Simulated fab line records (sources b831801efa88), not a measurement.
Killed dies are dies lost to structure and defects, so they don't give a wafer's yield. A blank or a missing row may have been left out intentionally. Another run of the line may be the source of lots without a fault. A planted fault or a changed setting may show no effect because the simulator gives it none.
Struck lot and sound lot, side by side ; flow sky130 ; 14 out of 708 route steps
Sound: the wafers L126.1, L126.2, L126.6. Struck: wafers L138.1, L138.2, L138.6. Last of all comes the cause.
For every step that has rows: the tool of each side, followed by ch and its chambers, followed by its first start. Under that, the readings that differ: sound wafers ; struck wafers ; difference of the means ; sigmas: that difference in standard deviations of wafers without a fault.
alike: readings with means less than 2 such deviations apart, plus words and numbers identical on both sides. not compared: withheld readings, readings lacking a value on some wafer, bounds such as >300 that could conceal the same value, and numbers that have no deviation in the record and whose values overlap.
The two part at a step that has a row with sigmas, a row that says differs or no value, or rows on one side only. Numbers that have no deviation but don't overlap get no sigmas and don't part them. Lack of a reading on every wafer of one side parts them only where that side has two or more wafers.

first, 3 steps without rows for these wafers: SKY_METAL4_CLEAN_21 (cleans in IPA, time 180 s); SKY_METAL4_CLEAN_22 (cleans in O3/DIW); SKY_VIA4_HDPCVD_00 (deposits SiO2, target thk 1750 nm, time 291.7 s).
SKY_VIA4_THK_MEAS_01:
  struck on film metro-02, day 46 21:37; sound on film metro-03, day 43 15:28
  alike: VIA4_HDPCVD_THK
SKY_VIA4_CMP_02: polishes SiO2.
  sound on cmp-01 ch 0,1,3, day 43 15:38; struck on cmp-01 ch 1,2,3, day 47 01:40
  alike: motor current A, platen rpm
SKY_VIA4_BOW_MEAS_03:
  struck on film metro-03, day 47 01:58; sound on film metro-02, day 43 15:50
  alike: VIA4_BOW
then, 6 steps without rows for these wafers: SKY_VIA4_DEHYDRATE_04 (time 60 s); SKY_VIA4_HMDS_05 (prime time 60 s); SKY_VIA4_COAT_06 (resist thk 1140 nm); SKY_VIA4_SOFTBAKE_07 (time 60 s); SKY_VIA4_EXPOSE_08 (exposes mask VIM4, target cd 800 nm); SKY_VIA4_PEB_09.
SKY_VIA4_DEVELOP_10: develop time 60 s.
  struck on litho track-02, day 47 16:29; sound on litho track-02 ch 0, day 44 14:02
  no value came back on the struck wafers for chill plate temp C (C), develop time s (s); on the sound wafers chill plate temp C (C) reads 23.14 23.04 22.95
SKY_VIA4_OVL_MEAS_11:
  struck on overlay-02, day 47 16:38; sound on overlay-01, day 44 14:11
reading;sound;struck;difference;sigmas
VIA4_OVL (nm);2.9 -0.2 0.8;- - -;no value on the struck wafers;

WHERE THEY PART
Earliest at SKY_VIA4_DEVELOP_10; latest, in this record, at SKY_VIA4_OVL_MEAS_11.

WHY: whatever the simulator had introduced
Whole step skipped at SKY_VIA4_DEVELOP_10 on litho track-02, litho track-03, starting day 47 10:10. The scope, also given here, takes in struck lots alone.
